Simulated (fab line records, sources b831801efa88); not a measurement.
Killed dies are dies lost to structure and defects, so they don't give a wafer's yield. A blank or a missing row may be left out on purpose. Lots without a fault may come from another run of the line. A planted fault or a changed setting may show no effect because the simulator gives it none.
Which tool did it? | flow sfq_line | 14 lots, 42 wafers sampled, at 3 steps of a route of 325

WHAT THE GAUGES READ, wafer by wafer
The record holds no reading of a measuring or inspecting step that can be judged against a usual standard deviation.

WHICH TOOL RAN EACH LOT (tool, then ch and the chambers of the sampled wafers, then the start)
lot  | SFQ_TRILAYER_I1_CMP_CMP_046   | SFQ_TRILAYER_I1_METRO_MEASURE_047 | SFQ_TRILAYER_I1_VIA_ETCH_VIA_ETCH_052
L989 | cmp-02 ch 0,1,3, day 16 01:19 | film_metro-04, day 16 03:56       | rie_diel-03 ch 0,1,2, day 22 15:26
L990 | cmp-02 ch 0,1, day 16 09:49   | film_metro-04, day 16 13:08       | rie_diel-03 ch 0,2,3, day 23 05:14
L993 | cmp-01 ch 0,1,3, day 17 02:21 | film_metro-04, day 17 04:34       | rie_diel-04 ch 1,2,3, day 23 22:06
L994 | cmp-01 ch 1,3, day 17 04:21   | film_metro-03, day 17 07:23       | rie_diel-01 ch 0,3, day 24 00:26
L997 | cmp-01 ch 0,1,3, day 18 22:05 | film_metro-01, day 19 00:19       | rie_diel-04 ch 1,2,3, day 25 18:26
L998 | cmp-01 ch 0,1,2, day 19 03:23 | film_metro-01, day 19 06:30       | rie_diel-03 ch 0,1,3, day 26 00:26
L102 | cmp-01 ch 0,2,3, day 22 14:46 | film_metro-03, day 22 18:05       | rie_diel-01 ch 0,3, day 29 03:01
L103 | cmp-01 ch 0,2,3, day 22 22:16 | film_metro-04, day 23 00:05       | rie_diel-03 ch 0,2,3, day 29 09:08
L104 | cmp-02 ch 0,1,3, day 23 01:41 | film_metro-03, day 23 03:49       | rie_diel-04 ch 0,1, day 29 15:08
L105 | cmp-01 ch 0,2,3, day 24 18:35 | film_metro-03, day 24 20:43       | rie_diel-01 ch 2,3, day 31 09:41
L106 | cmp-01 ch 1,2,3, day 25 00:14 | film_metro-03, day 25 03:22       | rie_diel-03 ch 0,2,3, day 31 15:41
L107 | cmp-02 ch 2,3, day 25 16:40   | film_metro-03, day 25 19:17       | rie_diel-01 ch 1,2, day 32 04:53
L110 | cmp-02 ch 0,1,2, day 26 07:58 | film_metro-03, day 26 11:17       | rie_diel-01 ch 0,2, day 32 16:53
L111 | cmp-02 ch 0,2,3, day 26 13:26 | film_metro-01, day 26 16:46       | rie_diel-03 ch 0,1,3, day 32 20:29
- SFQ_TRILAYER_I1_CMP_CMP_046: polishes SiO2.
- SFQ_TRILAYER_I1_METRO_MEASURE_047
- SFQ_TRILAYER_I1_VIA_ETCH_VIA_ETCH_052: etches SiO2 in CHF3, stops on Nb, target depth 260 nm.

WHAT THE TOOLS THEMSELVES READ (means of the sampled wafers that have a number; where no wafer has one, the mark that the record gives instead)
SFQ_TRILAYER_I1_CMP_CMP_046.
lot  | tool   | edge_zone_pressure_frac | head_pressure_psi (psi) | motor_current_A (A) | time_to_endpoint_s (s)
L989 | cmp-02 | 1.002                   | 3.001                   | 10.5                | 210
L990 | cmp-02 | 0.998                   | 3.003                   | 10.9                | 215
L993 | cmp-01 | 1.001                   | 3.000                   | 11.9                | 210
L994 | cmp-01 | 1.004                   | 3.001                   | 11.7                | 216
L997 | cmp-01 | 1.002                   | 2.996                   | 11.7                | 286
L998 | cmp-01 | 1.002                   | 2.999                   | 10.9                | 278
L102 | cmp-01 | 1.002                   | 3.002                   | 10.7                | 221
L103 | cmp-01 | 0.995                   | 2.997                   | 11.1                | 217
L104 | cmp-02 | 0.999                   | 3.000                   | 9.9                 | 224
L105 | cmp-01 | 1.001                   | 2.998                   | 11.0                | 218
L106 | cmp-01 | 0.999                   | 3.003                   | 10.9                | 213
L107 | cmp-02 | 1.000                   | 2.999                   | 9.5                 | 210
L110 | cmp-02 | 1.000                   | 3.006                   | 9.9                 | 217
L111 | cmp-02 | 1.002                   | 3.000                   | 9.6                 | 216

SFQ_TRILAYER_I1_METRO_MEASURE_047.
lot  | tool          | thk_nm (nm)
L989 | film_metro-04 | 200.3
L990 | film_metro-04 | 199.2
L993 | film_metro-04 | 199.2
L994 | film_metro-03 | 199.6
L997 | film_metro-01 | 307.4
L998 | film_metro-01 | 304.7
L102 | film_metro-03 | 200.4
L103 | film_metro-04 | 199.9
L104 | film_metro-03 | 200.3
L105 | film_metro-03 | 200.8
L106 | film_metro-03 | 200.9
L107 | film_metro-03 | 199.2
L110 | film_metro-03 | 200.7
L111 | film_metro-01 | 198.7

SFQ_TRILAYER_I1_VIA_ETCH_VIA_ETCH_052.
lot  | tool        | bias_w (W) | chamber_pressure_mTorr (mTorr) | drypump_motor_current_A (A) | oes_product_au (a.u.) | rf_fwd_power_W (W)
L989 | rie_diel-03 | 79.97      | 29.997                         | 6.0                         | 0.854                 | 497.8
L990 | rie_diel-03 | 79.58      | 29.998                         | 5.6                         | 0.848                 | 498.4
L993 | rie_diel-04 | 80.04      | 29.968                         | 6.0                         | 0.850                 | 497.1
L994 | rie_diel-01 | 80.18      | 29.988                         | 6.2                         | 0.854                 | 498.7
L997 | rie_diel-04 | 80.11      | 29.979                         | 6.0                         | 1.008                 | 498.3
L998 | rie_diel-03 | 79.99      | 30.029                         | 5.6                         | 0.997                 | 498.2
L102 | rie_diel-01 | 79.83      | 30.016                         | 6.2                         | 0.858                 | 498.6
L103 | rie_diel-03 | 79.94      | 29.973                         | 5.6                         | 0.855                 | 496.8
L104 | rie_diel-04 | 79.58      | 29.994                         | 6.0                         | 0.857                 | 498.2
L105 | rie_diel-01 | 79.77      | 30.015                         | 6.2                         | 0.856                 | 499.3
L106 | rie_diel-03 | 79.90      | 29.993                         | 5.6                         | 0.857                 | 496.5
L107 | rie_diel-01 | 80.12      | 30.005                         | 5.0                         | 0.848                 | 498.3
L110 | rie_diel-01 | 79.85      | 30.023                         | 5.7                         | 0.853                 | 500.6
L111 | rie_diel-03 | 80.13      | 30.020                         | 5.6                         | 0.850                 | 498.6

THE ANSWER, worked out from the rows above alone
Rule: what is usual is taken from the lots themselves. Put in order of their means at a reading, lots are off if they are a third of the lots or fewer, leave a main group of 4 or more, and stand apart from it by a gap of 3 or more times the standard deviation of the main group's means; of several such gaps the widest counts. A main group whose means are all the same, to the digits that the tables above print for the reading, isn't used. A lot without any number at a reading at which 4 lots or more have one is off too. The other lots that the step has rows for count as sound. The gauges are gone through in route order, then the tools' own readings, and for those a lot's mean is taken as printed above. The first step at which some lot is off is used, and at that step the reading that is off furthest; a lot without a number counts as furthest.
Off: L997, L998, at SFQ_TRILAYER_I1_CMP_CMP_046 (time_to_endpoint_s). The main group: mean 216 s, standard deviation 4.2.
A tool fits if, at that step or a process step before it, it ran every lot that is off, and no sound lot after the first of them. None of those tried fits.

WHAT THE SIMULATOR HAD PUT IN
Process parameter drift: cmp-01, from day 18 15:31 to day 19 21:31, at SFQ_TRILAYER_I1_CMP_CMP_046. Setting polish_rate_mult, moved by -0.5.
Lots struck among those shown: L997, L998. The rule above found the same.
